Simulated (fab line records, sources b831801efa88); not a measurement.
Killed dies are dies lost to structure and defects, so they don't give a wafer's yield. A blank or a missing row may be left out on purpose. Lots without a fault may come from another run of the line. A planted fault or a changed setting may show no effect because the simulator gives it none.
Which tool did it? | flow gf180mcu | 7 lots, 21 wafers sampled, at 1 step of a route of 602

WHAT THE GAUGES READ, wafer by wafer
GF_VT_IMPLANT_OVL_MEAS_18.
lot  | measured     | on         | VT_IMPLANT_01_OVL (nm)
L635 | day 6 11:49  | overlay-02 | 0.0 1.9 0.7
L637 | day 7 02:23  | overlay-01 | 0.6 -1.0 0.3
L643 | day 8 15:18  | overlay-02 | 2.5 2.2 1.6
L648 | day 9 22:16  | overlay-02 | 0.4 0.9 0.5
L651 | day 10 17:33 | overlay-02 | -1.9 -0.7 -1.0
L654 | day 11 14:49 | overlay-02 | 1.8 2.1 2.0
L657 | day 12 05:53 | overlay-02 | 1.9 2.1 2.1

WHICH TOOL RAN EACH LOT (tool, then ch and the chambers of the sampled wafers, then the start)
The record holds no process step before these readings.

THE ANSWER, worked out from the rows above alone
Rule: what is usual is taken from the lots themselves. Put in order of their means at a reading, lots are off if they are a third of the lots or fewer, leave a main group of 4 or more, and stand apart from it by a gap of 3 or more times the standard deviation of the main group's means; of several such gaps the widest counts. A main group whose means are all the same, to the digits that the tables above print for the reading, isn't used. A lot without any number at a reading at which 4 lots or more have one is off too. The other lots that the step has rows for count as sound.
No lot is off at any reading shown: from this, nothing can be told.

WHAT THE SIMULATOR HAD PUT IN
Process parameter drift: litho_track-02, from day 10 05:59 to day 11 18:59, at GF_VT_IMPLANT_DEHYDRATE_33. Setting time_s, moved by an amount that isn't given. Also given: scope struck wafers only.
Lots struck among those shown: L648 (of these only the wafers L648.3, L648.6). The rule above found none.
